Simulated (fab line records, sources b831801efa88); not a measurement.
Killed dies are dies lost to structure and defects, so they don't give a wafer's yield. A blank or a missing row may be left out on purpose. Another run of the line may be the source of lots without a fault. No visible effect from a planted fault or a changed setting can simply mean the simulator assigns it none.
A lot that was struck, set against a sound lot + flow gf180mcu + 16 out of 602 route steps
Sound: wafers L245.1, L245.4, L245.6. Wafers L255.2, L255.5, L255.6 were the ones struck. The cause is given at the end.
Order at every step that has rows: each side's tool, ch and its chambers, its first start. Under that, the readings that differ: sound wafers + struck wafers + difference of the means + sigmas: that difference in standard deviations of wafers without a fault.
alike: readings whose means differ by less than 2 such deviations, and words and numbers that are the same on both sides. not compared: withheld readings, readings that some wafer has no value for, bounds like >300 that may hide the same value, and numbers for which the record gives no deviation and whose values overlap.
The two part at a step that has a row with sigmas, a row that says differs or no value, or rows on one side only. Non-overlapping numbers with no deviation appear without sigmas and do not part them. Lack of a reading on every wafer of one side parts them only where that side has two or more wafers.

GF_M1_SPUTTER_04: material TiN, target thk 50 nm, time 43.16 s.
  sound on pvd-sputter-04, day 16 13:06; struck on pvd-sputter-01, day 19 21:15
  alike: throttle-valve-pct
GF_M1_RS_MEAS_05: the measuring method here is four-point-probe.
  sound on film-metro-04, day 16 13:08; struck on film-metro-04, day 19 21:19
  alike: M1_ALCU_RS
GF_M1_THK_MEAS_06: measures by xrf.
  sound on film-metro-04, day 16 13:16; struck on film-metro-04, day 19 21:25
  alike: M1_ALCU_THK
then, 7 steps without rows for these wafers: GF_M1_DEHYDRATE_07 (time 60 s); GF_M1_HMDS_08 (prime time 60 s); GF_M1_COAT_09 (resist thk 1000 nm); GF_M1_SOFTBAKE_10 (time 60 s); GF_M1_EXPOSE_11 (exposes mask Metal1, target cd 230 nm); GF_M1_PEB_12 (peb time 90 s); GF_M1_DEVELOP_13 (develop time 60 s).
GF_M1_CD_MEAS_14: the cd target is 230 nm.
  sound on cd-sem-02, day 17 11:48; struck on cd-sem-01, day 20 21:09
  alike: cd-nm
GF_M1_OVL_MEAS_15:
  sound on overlay-01, day 17 11:55; struck on overlay-01, day 20 21:15
  alike: M1_OVL
GF_M1_METAL_ETCH_16: etches the open film in Cl2/BCl3, stops on SiO2, target depth 627.5 nm, time 104.6 s.
  sound on rie-metal-04 ch 0,1, day 17 11:58; struck on rie-metal-04 ch 0, day 20 21:19
| reading                             | sound             | struck          | difference | sigmas |
|-------------------------------------|-------------------|-----------------|------------|--------|
| model.KrF_of_M1_COAT_09.thk-nm (nm) | 734.9 731.5 730.4 | 612.7 610.9 612 | -120.4     |        |
  alike: drypump-motor-current-A, oes-product-au, throttle-valve-pct
  not compared: rf-hours-counter-h
GF_M1_STRIP_17: strips in O2/N2.
  sound on plasma-asher-02 ch 0,1, day 17 12:04; struck on plasma-asher-01 ch 0,1, day 20 21:31
| reading                      | sound             | struck            | difference | sigmas |
|------------------------------|-------------------|-------------------|------------|--------|
| oes-product-au (a.u.)        | 0.555 0.556 0.556 | 0.506 0.509 0.503 | -0.050     | -10    |
| strip-time-to-endpoint-s (s) | 7.88 7.85 7.84    | 6.66 6.65 6.68    | -1.19      | -29    |
  alike: drypump-motor-current-A, heater-power-w
  not compared: rf-hours-counter-h
then, 1 step without rows for these wafers: GF_M1_STRIP_18 (strips in post etch residue remover, time 1200 s).
GF_PASSIVATION_PROBE_99:
  rows exist in the record for the sound wafers here (prober-02, day 29 10:56), none for the struck ones

## WHERE THEY PART
Earliest at GF_M1_STRIP_17; latest, in this record, at GF_PASSIVATION_PROBE_99.

WHY: what the simulator had put in
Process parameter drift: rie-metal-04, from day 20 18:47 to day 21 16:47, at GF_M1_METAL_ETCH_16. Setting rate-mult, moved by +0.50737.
